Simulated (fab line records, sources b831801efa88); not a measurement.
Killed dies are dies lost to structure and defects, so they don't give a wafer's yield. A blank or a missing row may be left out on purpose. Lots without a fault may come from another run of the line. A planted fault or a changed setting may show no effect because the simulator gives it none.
fab line records | flow sky130
record lots=5 wafers=15 last_day=49
route steps=708 shown CONTACT@417 PAD_OPEN@708
lots that met no fault: from a run of the same line without faults
start_h: hours from the record's first day to the start of the lot's first wafer shown | wait_h: hours since the lot's step before | " the same as in the row above | L1.1+2: a row that stands for several wafers | - no value, or no start given | * or withheld: withheld | < > ~ a bound
route shown NAME@n: a module of which the file shows steps, and the number in the route of the first | usual: mean/standard deviation of fault-free wafers | same: alike in all rows | chamber/n: place in a boat | sites: the reading at each site | _std_site: their standard deviation | _edge_site: outer sites' mean less inner sites' | radius_mm: how far each site lies from the wafer's centre | mask NAME#n: copy n | behind: the tool/chamber that last shaped the wafer | hold: why the lot was held/for how many hours/how that ended | device: the transistor (n, p or np) that didn't switch | end of line: the same wafers' tests at the end of the route | a step without rows: its recipe alone | killed: dies lost to structure and defects at the first sort, not the wafer's yield | map: a wafer's dies, x killed, . not, _ none there
set.NAME: the setting as run; set.NAME@STEP: as run at that earlier step | model.NAME: the simulator's own value behind a step, which no gauge read
lots at some steps of the route; a table a step, a row a wafer
services: from which hour (start_h, from the record's first day; less than 0 if before it) a tool's chamber was out of use, for how many hours, and why
## steps
# step SKY_CONTACT_EXPOSE_11
# recipe mask_id=CTM1 na=0.8 source_shape=annular sigma_inner=0.55 sigma_outer=0.85 target_cd_nm=170 dose_mj=38
# step SKY_CONTACT_PEB_12
# recipe peb_temp_c=withheld peb_time_s=withheld resist=KrF-thick
# step SKY_CONTACT_DEVELOP_13
# recipe develop_time_s=60 resist=KrF-thick dev_temp_c=21
# step SKY_CONTACT_CD_MEAS_14
# recipe target_cd_nm=170
# usual cd_nm=170.2/1.5
# columns lot.wafer tool chamber start_h wait_h cd_nm
L160.2 cd_sem-02 - 740.40 - 170.7
L160.3 " - " " 171.2
L160.6 " - " " 171.1
L171.1 cd_sem-02 - 831.28 - 169.0
L171.2 " - " " 168.7
L171.5 " - " " 169.0
L173.3 cd_sem-01 - 857.57 - 170.6
L173.4 " - " " 170.7
L173.5 " - " " 169.9
L175.3 cd_sem-01 - 863.37 - 172.1
L175.4 " - " " 173.5
L175.6 " - " " 174.3
L177.1 cd_sem-01 - 878.63 - 167.6
L177.3 " - " " 168.0
L177.5 " - " " 169.0
# step SKY_CONTACT_OVL_MEAS_15
# usual CONTACT_OVL=-5/5
# columns lot.wafer tool chamber start_h wait_h CONTACT_OVL[nm]
L160.2 overlay-02 - 740.50 0.1 -6
L160.3 " - " " -6
L160.6 " - " " -4
L171.1 overlay-02 - 831.40 0.1 4
L171.2 " - " " -2
L171.5 " - " " 2
L173.3 overlay-02 - 857.66 0.1 -13
L173.4 " - " " -2
L173.5 " - " " -9
L175.3 overlay-02 - 863.46 0.1 0
L175.4 " - " " 0
L175.6 " - " " -7
L177.1 overlay-01 - 878.75 0.1 -1
L177.3 " - " " -1
L177.5 " - " " -2
# step SKY_CONTACT_ETCH_16
# recipe chemistry=N2/H2 target=BARC ion_energy_ev=200 source_w=500 bias_w=100 pressure_mtorr=30 n2_flow_sccm=100 h2_flow_sccm=200 stop_on=SiO2 time_s=45.9 target_depth_a=600
# usual drypump_motor_current_A=5.6/0.31 oes_product_au=0.854/0.0046 throttle_valve_pct=13.224/0.0091
# columns lot.wafer tool chamber start_h wait_h drypump_motor_current_A oes_product_au rf_hours_counter_h throttle_valve_pct
L160.2 rie_diel-02 0 740.53 0.0 5.2 0.852 1 13.222
L160.3 " 1 " " 5.0 0.854 19 13.223
L160.6 " 2 " " 6.0 0.855 - 13.227
L171.1 rie_diel-04 3 831.44 0.0 5.3 0.848 0 13.211
L171.2 " 0 " " 5.9 0.849 7 13.216
L171.5 " 3 " " 5.4 0.857 - 13.213
L173.3 rie_diel-03 2 857.69 0.0 5.5 0.854 11 13.224
L173.4 " 3 " " 5.6 0.856 23 13.219
L173.5 " 1 " " 5.4 0.851 - 13.219
L175.3 rie_diel-02 1 863.49 0.0 5.0 0.854 23 13.235
L175.4 " 3 " " 5.5 0.859 1 13.232
L175.6 " 2 " " 6.0 0.843 - 13.222
L177.1 rie_diel-04 0 878.79 0.0 5.9 0.851 8 13.229
L177.3 " 2 " " 5.1 0.845 13 13.230
L177.5 " 1 " " 6.2 0.856 - 13.219
# step SKY_CONTACT_ETCH_17
# recipe target=SiO2 chemistry=C4F8/O2/Ar stop_on=Si3N4 mask_material=KrF-thick source_w=1500 bias_w=1200 pressure_mtorr=40 c4f8_flow_sccm=withheld O2_flow_sccm=6 Ar_flow_sccm=300 time_s=withheld target_depth_a=3400
# usual oes_product_au=0.891/0.0047
# columns lot.wafer tool chamber start_h wait_h oes_product_au
L160.2 rie_diel-02 0 740.58 0.0 0.888
L160.3 " 1 " " 0.881
L160.6 " 2 " " 0.889
L171.1 rie_diel-04 3 831.48 0.0 0.895
L171.2 " 0 " " 0.890
L171.5 " 3 " " 0.894
L173.3 rie_diel-03 2 857.73 0.0 0.889
L173.4 " 3 " " 0.891
L173.5 " 1 " " 0.893
L175.3 rie_diel-02 1 863.53 0.0 0.896
L175.4 " 3 " " 0.887
L175.6 " 2 " " 0.886
L177.1 rie_diel-04 0 878.83 0.0 0.897
L177.3 " 2 " " 0.886
L177.5 " 1 " " 0.893
# step SKY_CONTACT_ETCH_18
# recipe target=Si3N4 chemistry=CHF3/O2 stop_on=TiN source_w=600 bias_w=200 pressure_mtorr=40 chf3_flow_sccm=50 O2_flow_sccm=5 time_s=39 target_depth_a=750
# usual drypump_motor_current_A=5.5/0.31 oes_product_au=0.856/0.0082 throttle_valve_pct=8.793/0.0081
# columns lot.wafer tool chamber start_h wait_h drypump_motor_current_A oes_product_au rf_hours_counter_h throttle_valve_pct
L160.2 rie_diel-02 0 - - 5.2 0.860 1 8.788
L160.3 " 1 " " 5.1 0.858 19 8.794
L160.6 " 2 " " 6.0 0.858 - 8.786
L171.1 rie_diel-04 3 - - 5.3 0.857 0 8.803
L171.2 " 0 " " 5.9 0.855 7 8.790
L171.5 " 3 " " 5.3 0.857 - 8.795
L173.3 rie_diel-03 2 - - 5.5 0.865 11 8.782
L173.4 " 3 " " 5.6 0.875 23 8.802
L173.5 " 1 " " 5.4 0.857 - 8.789
L175.3 rie_diel-02 1 - - 5.1 0.861 23 8.805
L175.4 " 3 " " 5.5 0.863 1 8.803
L175.6 " 2 " " 6.0 0.857 - 8.794
L177.1 rie_diel-04 0 - - 5.9 0.847 9 8.797
L177.3 " 2 " " 5.1 0.856 13 8.794
L177.5 " 1 " " 6.1 0.869 - 8.811
# step SKY_CONTACT_STRIP_19
# recipe chemistry=O2/N2 power_w=1400 pressure_mtorr=1500 platen_temp_c=withheld o2_flow_sccm=3000 n2_flow_sccm=300 overash_fraction=0.5
# usual drypump_motor_current_A=5.6/0.34 oes_product_au=0.381/0.0045 strip_time_to_endpoint_s=3.611/0.024
# columns lot.wafer tool chamber start_h wait_h drypump_motor_current_A oes_product_au rf_hours_counter_h strip_time_to_endpoint_s
L160.2 plasma_asher-01 0 740.67 - 5.1 0.386 93 3.593
L160.3 " 1 " " 5.7 0.385 - 3.621
L160.6 " 0 " " 5.1 0.382 - 3.643
L171.1 plasma_asher-02 0 831.57 - 5.3 0.385 40 3.648
L171.2 " 1 " " 6.1 0.377 40 3.618
L171.5 " 1 " " 6.1 0.380 - 3.636
L173.3 plasma_asher-04 0 857.85 - 5.7 0.381 - 3.580
L173.4 " 1 " " 5.9 0.379 - 3.592
L173.5 " 1 " " 5.9 0.380 - 3.577
L175.3 plasma_asher-04 1 863.65 - 5.9 0.383 - 3.616
L175.4 " 0 " " 5.7 0.389 - 3.608
L175.6 " 0 " " 5.7 0.385 - 3.602
L177.1 plasma_asher-02 1 878.92 - 6.1 0.380 46 3.623
L177.3 " 1 " " 6.0 0.382 - 3.582
L177.5 " 1 " " 6.1 0.376 - 3.608
# step SKY_CONTACT_STRIP_20
# recipe chemistry=post_etch_residue_remover time_s=1200 temp_c=72.5
# step SKY_CONTACT_CLEAN_21
# recipe chemistry=IPA time_s=180 temp_c=25
# step SKY_CONTACT_CLEAN_22
# recipe chemistry=O3/DIW dry=n2_spin
# step SKY_CONTACT_SPUTTER_23
# recipe material=TiN target_thk_nm=20 chamber_pressure_pa=5 power_w=4000 time_s=80
# usual chamber_pressure_pa=5.000/0.011 throttle_valve_pct=30.4/1.3
# columns lot.wafer tool chamber start_h wait_h chamber_pressure_pa throttle_valve_pct model.TiN_of_CONTACT_SPUTTER_23.thk_nm
L160.2 pvd_sputter-03 - 741.26 0.0 5.000 32.2 20.35
L160.3 " - " " 5.010 28.5 20.09
L160.6 " - " " 4.999 32.5 20.18
L171.1 pvd_sputter-02 - 832.16 0.0 4.995 32.7 19.99
L171.2 " - " " 5.012 30.1 20.04
L171.5 " - " " 5.008 29.4 20
L173.3 pvd_sputter-01 - 858.42 0.0 5.006 29.1 19.85
L173.4 " - " " 5.009 29.0 19.72
L173.5 " - " " 5.005 29.8 19.64
L175.3 pvd_sputter-02 - 864.25 0.0 4.995 32.8 19.84
L175.4 " - " " 5.011 30.1 20.12
L175.6 " - " " 4.991 30.6 22.45
L177.1 pvd_sputter-01 - 879.51 0.0 5.004 29.9 19.93
L177.3 " - " " 4.989 28.7 20.04
L177.5 " - " " 4.994 29.2 19.89
# step SKY_CONTACT_CVD_24
# recipe material=W target_thk_nm=340 time_s=102.12 temp_c=400 pressure_torr=40
# usual heater_power_w=904/37
# columns lot.wafer tool chamber start_h wait_h heater_power_w
L160.2 cvd_w-02 0 741.32 0.0 925
L160.3 " 0 " " 939
L160.6 " 0 " " 932
L171.1 cvd_w-01 1 832.22 0.0 867
L171.2 " 0 " " 907
L171.5 " 0 " " 948
L173.3 cvd_w-01 0 858.52 0.1 917
L173.4 " 1 " " 876
L173.5 " 0 " " 929
L175.3 cvd_w-01 0 864.35 0.1 945
L175.4 " 1 " " 854
L175.6 " 1 " " 854
L177.1 cvd_w-01 0 879.57 0.0 946
L177.3 " 0 " " 904
L177.5 " 0 " " 918
# step SKY_PAD_OPEN_PROBE_99
# usual killed_at_M0_to_M3=42/6.4 killed_at_M4_up=3.0/2 killed_at_contacts=24/5.2 killed_at_front_end=14/4.2 killed_at_other=0.4/0.72 killed_dies=84/9 killed_open=46/6.6 killed_short=38/6
# same gross_dies=492 killed_at_back_side=0
# columns lot.wafer tool chamber start_h wait_h killed_at_M0_to_M3 killed_at_M4_up killed_at_contacts killed_at_front_end killed_at_other killed_dies killed_open killed_short
L160.2 prober-02 - 1081.20 0.1 45 3 36 12 0 96 55 41
L160.3 prober-02 - 1081.25 0.2 46 3 35 13 0 97 55 42
L160.6 prober-02 - 1081.40 0.2 43 5 29 17 0 94 54 40
L171.1 prober-01 - 1145.80 0.1 33 4 22 10 0 69 39 30
L171.2 prober-01 - 1145.85 0.1 29 3 23 15 1 71 37 34
L171.5 prober-01 - 1146.00 0.2 42 3 29 14 0 88 51 37
# killed by level:class
L160.2 CONTACT:geometric_particle:open=16 VIA1:geometric_particle:open=9 LI_CONTACT:geometric_particle:open=7 VIA3:geometric_particle:open=6 METAL1:geometric_particle:short=5 VIA1:geometric_particle:short=5 FIELD_ISO:geometric_particle:open=4 LI_CONTACT:geometric_particle:short=4
L160.3 CONTACT:geometric_particle:open=12 VIA1:geometric_particle:open=9 CONTACT:geometric_particle:short=7 METAL2:geometric_particle:short=7 METAL2:geometric_particle:open=7 POLY_GATE:geometric_particle:short=6 LI_CONTACT:geometric_particle:open=6 METAL1:geometric_particle:short=6
L160.6 CONTACT:geometric_particle:open=13 VIA1:geometric_particle:open=10 LOCAL_INTERCONNECT:geometric_particle:short=9 VIA3:geometric_particle:open=8 METAL1:geometric_particle:short=6 FIELD_ISO:geometric_particle:short=5 FIELD_ISO:geometric_particle:open=4 METAL3:geometric_particle:short=4
L171.1 VIA1:geometric_particle:open=9 LI_CONTACT:geometric_particle:open=6 LI_CONTACT:geometric_particle:short=5 CONTACT:geometric_particle:open=5 VIA3:geometric_particle:open=5 METAL2:geometric_particle:short=4 FIELD_ISO:geometric_particle:short=3 CONTACT:geometric_particle:short=3
L171.2 CONTACT:geometric_particle:open=9 LI_CONTACT:geometric_particle:open=8 VIA1:geometric_particle:open=5 VIA3:geometric_particle:open=5 METAL1:geometric_particle:short=4 FIELD_ISO:geometric_particle:open=3 POLY_GATE:geometric_particle:short=3 LOCAL_INTERCONNECT:geometric_particle:short=3
L171.5 CONTACT:geometric_particle:open=11 LI_CONTACT:geometric_particle:open=10 VIA2:geometric_particle:open=9 VIA1:geometric_particle:open=7 METAL1:geometric_particle:short=6 VIA3:geometric_particle:open=5 METAL2:geometric_particle:short=4 FIELD_ISO:geometric_particle:open=3
## services
# columns tool chamber start_h hours kind
cvd_w-01 - 722.54 6.9 pm
rie_diel-02 0 724.29 1.7 repair
plasma_asher-02 - 745.85 2.8 pm
cvd_w-02 - 746.05 0.5 repair
rie_diel-03 3 753.62 11.4 repair
plasma_asher-04 - 764.56 15.6 pm
pvd_sputter-03 - 769.92 4.7 repair
rie_diel-03 2 780.34 10.8 repair
rie_diel-02 2 781.62 3.8 repair
rie_diel-02 3 800.19 - clean
rie_diel-02 3 800.19 26.1 scheduled_down
rie_diel-02 3 800.19 26.1 vent_cycle
rie_diel-02 2 806.24 23.3 repair
rie_diel-04 3 808.26 - clean
rie_diel-04 3 808.26 22.6 scheduled_down
rie_diel-04 3 808.26 22.6 vent_cycle
pvd_sputter-01 - 821.99 3.1 repair
cvd_w-01 1 837.48 6.4 repair
pvd_sputter-01 - 843.82 2.5 repair
plasma_asher-04 - 864.55 20.6 pm
pvd_sputter-03 0 874.05 - consumable_replace:kit
pvd_sputter-03 0 874.05 18.0 scheduled_down
pvd_sputter-03 0 874.05 18.0 vent_cycle
## key
first_sign none at tools or gauges
model_effect step=SKY_CONTACT_SPUTTER_23 value=TiN_of_CONTACT_SPUTTER_23.thk_nm without=20.07 struck=22.45
met_at SKY_CONTACT_SPUTTER_23
struck_wafers L175.6
tester_left_out L175
fault kind=process_parameter_drift tool=pvd_sputter-02 chamber=- onset_h=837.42 steps=SKY_CONTACT_SPUTTER_23 channel=time_s offset=* shape=step end_h=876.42 acts_in=* stated=* scope=struck_wafers_only
# tester_left_out: of these lots the tester's yield and bins aren't shown, on N5 and GAA mostly nor the transistor test; their killed dies are dies lost to structure and defects alone, not to doping, threshold or leakage, so they don't give the yield
